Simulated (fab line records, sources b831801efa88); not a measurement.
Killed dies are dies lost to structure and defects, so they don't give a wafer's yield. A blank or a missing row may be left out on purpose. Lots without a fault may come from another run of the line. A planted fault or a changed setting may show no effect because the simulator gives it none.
One fault seen from 2 desks | flow sky130 | each desk has only its own numbers; what lay behind them comes last

THE METROLOGY DESK
What the gauges read, lot by lot, whatever tool the lot ran on: means of the sampled wafers that have a number. A lot is out of limits, marked OUT, if its mean lies more than 4 standard deviations from the usual mean; the brackets give that distance.
Columns: A = VIA3_HDPCVD_THK at SKY_VIA3_THK_MEAS_01, usual 1637 nm
lot  | first seen here | A
L424 | day 38 04:13    | 1642
L425 | day 38 20:11    | 1627
L428 | day 39 18:14    | 1619
L429 | day 40 04:26    | 1612
L432 | day 41 03:56    | 1642
L433 | day 41 05:17    | 1642
L437 | day 42 12:22    | 1623
L440 | day 43 14:07    | 1589
L441 | day 43 17:55    | 1605
L446 | day 45 04:43    | 1648
L447 | day 45 07:42    | 1638
This desk's finding: nothing out of limits on any of the 11 lots.

THE TOOL OWNER'S DESK: hdpcvd-02
The tool's own readings at SKY_VIA3_HDPCVD_00 (deposits SiO2, target thk 1635 nm, time 272.5 s): means of the sampled wafers that have a number, for each lot that ran on this tool. A lot is out of limits, marked OUT, if its mean lies more than 4 standard deviations from the usual mean; the brackets give that distance.
Columns: A = pressure_mtorr at SKY_VIA3_HDPCVD_00, usual 5.999 mTorr; B = run_length_s at SKY_VIA3_HDPCVD_00, usual 300.1 s
lot  | first seen here | A     | B
L424 | day 38 04:02    | 5.996 | 300.6
L428 | day 39 18:04    | 6.008 | 300.2
L429 | day 40 04:16    | 5.995 | 300.0
L437 | day 42 12:11    | 6.003 | 300.1
L440 | day 43 13:59    | 6.016 | 295.2 (-9.0) OUT
L441 | day 43 17:45    | 6.000 | 294.0 (-11) OUT
This desk's finding: out of limits on L440, L441; first on L440, day 43 13:59 (run_length_s at SKY_VIA3_HDPCVD_00). In limits: L424, L428, L429, L437.

PUT TOGETHER
The tool owner's desk could have raised an alarm at day 43 13:59, on L440, L441.
The metrology desk saw nothing out of limits.
The metrology desk has L440, L441 on record, within its limits.
Of the lots named, all ran SKY_VIA3_HDPCVD_00 on hdpcvd-02.

WHAT THE SIMULATOR HAD PUT IN
Process parameter drift: hdpcvd-02, from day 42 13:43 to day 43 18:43, at SKY_VIA3_HDPCVD_00. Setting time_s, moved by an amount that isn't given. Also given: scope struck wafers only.
Lots struck among those shown: L440, L441.
Hours from the fault's start to each desk's first reading out of limits: the tool owner's desk, 24.
